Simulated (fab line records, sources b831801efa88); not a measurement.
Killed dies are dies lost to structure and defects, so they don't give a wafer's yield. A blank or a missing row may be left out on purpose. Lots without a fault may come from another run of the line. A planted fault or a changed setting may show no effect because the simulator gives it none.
Which tool did it? | flow gf180mcu | 6 lots, 18 wafers sampled, at 1 step of a route of 602

WHAT THE GAUGES READ, wafer by wafer
GF_PSD_CD_MEAS_07: target cd 400 nm.
lot  | measured     | on        | cd_nm (nm)
L889 | day 14 20:37 | cd_sem-01 | 402.9 402.3 401.3
L892 | day 15 13:56 | cd_sem-02 | 401.1 402.3 399.5
L894 | day 16 06:41 | cd_sem-01 | 400.4 401.0 401.1
L898 | day 17 12:30 | cd_sem-01 | 401.3 400.1 402.4
L902 | day 19 05:23 | cd_sem-02 | 400.6 401.1 401.3
L910 | day 22 01:05 | cd_sem-02 | 400.2 400.7 399.3

WHICH TOOL RAN EACH LOT (tool, then ch and the chambers of the sampled wafers, then the start)
The record holds no process step before these readings.

THE ANSWER, worked out from the rows above alone
Rule: what is usual is taken from the lots themselves. Put in order of their means at a reading, lots are off if they are a third of the lots or fewer, leave a main group of 4 or more, and stand apart from it by a gap of 3 or more times the standard deviation of the main group's means; of several such gaps the widest counts. A main group whose means are all the same, to the digits that the tables above print for the reading, isn't used. A lot without any number at a reading at which 4 lots or more have one is off too. The other lots that the step has rows for count as sound.
No lot is off at any reading shown: from this, nothing can be told.

WHAT THE SIMULATOR HAD PUT IN
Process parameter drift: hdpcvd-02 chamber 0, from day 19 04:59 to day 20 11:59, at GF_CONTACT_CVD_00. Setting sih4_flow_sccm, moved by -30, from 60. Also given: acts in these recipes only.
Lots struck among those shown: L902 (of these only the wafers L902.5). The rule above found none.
